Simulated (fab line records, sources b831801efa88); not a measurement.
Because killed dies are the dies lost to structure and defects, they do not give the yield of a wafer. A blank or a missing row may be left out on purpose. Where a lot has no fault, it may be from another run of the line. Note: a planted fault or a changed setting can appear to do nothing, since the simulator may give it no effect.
Problem report, 8D (eight disciplines) form, completed by code | flow gf180mcu | the parts of the form that need people (team, actions taken, sign-off) are left out

== 1. THE ISSUE ==
At GF_STI_WET_ETCH_26, runLengthS averages 110 s over 6 wafers from 2 lots, while fault-free wafers read 217 s, standard deviation 4. Relative to the usual mean, that is a shift of -27 standard deviations.
The step: etches SiO2 in dHF, target depth 94 nm, time 188 s.
The first sign was on wafer L737.4 at day 6 01:32, on wetBench-03. The record holds 42 wafers of 14 lots with a number at this step. Rule for "out" (also "out of limits"): further than 4 standard deviations from the usual mean. The rest of the wafers with a number are treated as sound.

== 2. WHAT IT IS, WHAT IT ISN'T ==
question                    | is                     | is not
which readings at this step | runLengthS             | -
which lots                  | L737, L739             | L719, L722, L723, L724, L725, L726, L727, L729, L730, L731, L732, L733
which wafers of those lots  | all that have a number | -
read on which tools         | wetBench-03            | wetBench-01, wetBench-04
when                        | from day 6 01:32       | up to then (36 sound wafers)

== 3. THE SUSPECTS, EACH WITH WHAT RULES IT OUT ==
Counting: any tool at a process step up to the reading is kept as a suspect provided that every lot that is out went through it and no sound lot did after the first of them.
- wetBench-03 at GF_STI_WET_ETCH_26 (etches SiO2 in dHF, target depth 94 nm, time 188 s): kept. It processed each lot that is out, first L737 at day 6 01:32, and no sound lot thereafter; up to then, the last sound lot it processed was L727 at day 3 20:34. On those wafers its own readings are out: runLengthS.
Remaining after the count: wetBench-03 at GF_STI_WET_ETCH_26.

== 4. THE CAUSE (what the simulator had put in) ==
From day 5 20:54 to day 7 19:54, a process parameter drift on wetBench-03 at GF_STI_WET_ETCH_26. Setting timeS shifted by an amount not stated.
This tool alone remained once counting was done.

== 5. SEQUENCE OF EFFECTS, ordered by route ==
Each row: a reading whose mean over the struck wafers that have a number lies more than 3 standard deviations from the usual. Only readings for which the record gives a usual standard deviation are gone through. hours: the time from each lot's start at the first step in this table that gives one to its start at this step, as a median over the lots. sigmas: the change in usual standard deviations.
hours | step               | reading    | usual | on struck wafers | change | sigmas
0     | GF_STI_WET_ETCH_26 | runLengthS | 217 s | 110              | -108   | -27
It contains these process steps:
- GF_STI_WET_ETCH_26: etches SiO2 in dHF, target depth 94 nm, time 188 s.
Later measuring or inspecting steps at which every struck wafer that the step has a row for has a number for every such reading, and none has moved that far: GF_CONTACT_THK_MEAS_01, GF_CONTACT_THK_MEAS_26, GF_V1_THK_MEAS_03.

== 6. HOW IT WOULD HAVE BEEN CAUGHT EARLIER ==
First out-of-limits reading in this record: day 6 01:32, which is 5 hours after fault onset at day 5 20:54.
